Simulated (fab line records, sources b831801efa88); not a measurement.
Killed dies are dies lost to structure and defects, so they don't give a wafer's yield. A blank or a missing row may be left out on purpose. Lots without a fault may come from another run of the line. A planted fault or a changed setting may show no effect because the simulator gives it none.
Which tool did it? | flow sky130 | 13 lots, 39 wafers sampled, at 3 steps of a route of 708

WHAT THE GAUGES READ, wafer by wafer
SKY_VIA4_RS_MEAS_19: measures by four-point-probe.
lot  | measured     | on            | VIA4_W_RS (ohm/sq)
L984 | day 43 11:53 | film_metro-01 | 0.2258 0.2268 0.2284
L986 | day 44 05:08 | film_metro-01 | 0.2262 0.2282 0.2264
L987 | day 44 08:43 | film_metro-04 | 0.2287 0.2293 0.2262
L988 | day 44 10:38 | film_metro-02 | 0.2286 0.2289 0.2297
L990 | day 44 20:12 | film_metro-01 | 0.2283 0.2275 0.2267
L989 | day 44 22:31 | film_metro-04 | 0.2264 0.2284 0.2273
L994 | day 46 01:45 | film_metro-01 | 0.2245 0.2254 0.2229
L995 | day 46 07:28 | film_metro-01 | 0.2254 0.2253 0.2251
L996 | day 46 11:45 | film_metro-04 | 0.2243 0.2281 0.2261
L998 | day 46 22:55 | film_metro-02 | 0.2246 0.2248 0.2232
L999 | day 47 08:47 | film_metro-02 | 0.2242 0.2259 0.2240
L104 | day 48 08:11 | film_metro-04 | 0.2257 0.2306 0.2269
L106 | day 48 18:29 | film_metro-01 | 0.2286 0.2301 0.2247

WHICH TOOL RAN EACH LOT (tool, then ch and the chambers of the sampled wafers, then the start)
lot  | SKY_FIELD_ISO_STRIP_16              | SKY_VIA4_CVD_18
L984 | plasma_asher-02 ch 0, day 2 10:08   | cvd_w-01 ch 0,1, day 43 11:43
L986 | plasma_asher-02 ch 0,1, day 2 20:14 | cvd_w-01 ch 0,1, day 44 04:58
L987 | plasma_asher-03 ch 0, day 3 02:09   | cvd_w-02 ch 0,1, day 44 08:33
L988 | plasma_asher-02 ch 0,1, day 3 09:24 | cvd_w-01 ch 0,1, day 44 10:29
L990 | plasma_asher-02 ch 0,1, day 3 18:22 | cvd_w-02 ch 0,1, day 44 20:03
L989 | plasma_asher-02 ch 0,1, day 3 18:54 | cvd_w-02 ch 1, day 44 22:20
L994 | plasma_asher-03 ch 0,1, day 4 13:08 | cvd_w-01 ch 0, day 46 01:35
L995 | plasma_asher-03 ch 0,1, day 4 19:42 | cvd_w-02 ch 0,1, day 46 07:18
L996 | plasma_asher-03 ch 0,1, day 5 00:55 | cvd_w-01 ch 0,1, day 46 11:37
L998 | plasma_asher-03 ch 0,1, day 5 11:09 | cvd_w-02 ch 0, day 46 22:37
L999 | plasma_asher-03 ch 0,1, day 5 17:37 | cvd_w-02 ch 0, day 47 08:37
L104 | plasma_asher-04 ch 0,1, day 6 18:44 | cvd_w-02 ch 0,1, day 48 08:02
L106 | plasma_asher-04 ch 0,1, day 7 07:32 | cvd_w-01 ch 0,1, day 48 18:21
- SKY_FIELD_ISO_STRIP_16: strips in O2/N2.
- SKY_VIA4_CVD_18: deposits W, target thk 505 nm, time 152.14 s.

WHAT THE TOOLS THEMSELVES READ (means of the sampled wafers that have a number; where no wafer has one, the mark that the record gives instead)
SKY_FIELD_ISO_STRIP_16.
lot  | tool            | drypump_motor_current_A (A) | oes_product_au (a.u.) | strip_time_to_endpoint_s (s)
L984 | plasma_asher-02 | 5.2                         | 0.374                 | 3.48
L986 | plasma_asher-02 | 5.4                         | 0.375                 | 3.56
L987 | plasma_asher-03 | 5.2                         | 0.379                 | 3.56
L988 | plasma_asher-02 | 5.6                         | 0.379                 | 3.54
L990 | plasma_asher-02 | 5.4                         | 0.377                 | 3.54
L989 | plasma_asher-02 | 5.4                         | 0.371                 | 3.52
L994 | plasma_asher-03 | 5.6                         | 0.375                 | 3.53
L995 | plasma_asher-03 | 5.9                         | 0.379                 | 3.59
L996 | plasma_asher-03 | 5.6                         | 0.371                 | 3.50
L998 | plasma_asher-03 | 5.9                         | 0.381                 | 3.55
L999 | plasma_asher-03 | 5.6                         | 0.379                 | 3.53
L104 | plasma_asher-04 | 5.3                         | 0.379                 | 3.52
L106 | plasma_asher-04 | 5.1                         | 0.377                 | 3.53

SKY_VIA4_CVD_18.
lot  | tool     | heater_power_w (W)
L984 | cvd_w-01 | 703
L986 | cvd_w-01 | 695
L987 | cvd_w-02 | 888
L988 | cvd_w-01 | 701
L990 | cvd_w-02 | 888
L989 | cvd_w-02 | 944
L994 | cvd_w-01 | 690
L995 | cvd_w-02 | 915
L996 | cvd_w-01 | 705
L998 | cvd_w-02 | 870
L999 | cvd_w-02 | 859
L104 | cvd_w-02 | 883
L106 | cvd_w-01 | 706

THE ANSWER, worked out from the rows above alone
Rule: what is usual is taken from the lots themselves. Put in order of their means at a reading, lots are off if they are a third of the lots or fewer, leave a main group of 4 or more, and stand apart from it by a gap of 3 or more times the standard deviation of the main group's means; of several such gaps the widest counts. A main group whose means are all the same, to the digits that the tables above print for the reading, isn't used. A lot without any number at a reading at which 4 lots or more have one is off too. The other lots that the step has rows for count as sound. The gauges are gone through in route order, then the tools' own readings, and for those a lot's mean is taken as printed above. The first step at which some lot is off is used, and at that step the reading that is off furthest; a lot without a number counts as furthest.
No lot is off at any reading shown: from this, nothing can be told.

WHAT THE SIMULATOR HAD PUT IN
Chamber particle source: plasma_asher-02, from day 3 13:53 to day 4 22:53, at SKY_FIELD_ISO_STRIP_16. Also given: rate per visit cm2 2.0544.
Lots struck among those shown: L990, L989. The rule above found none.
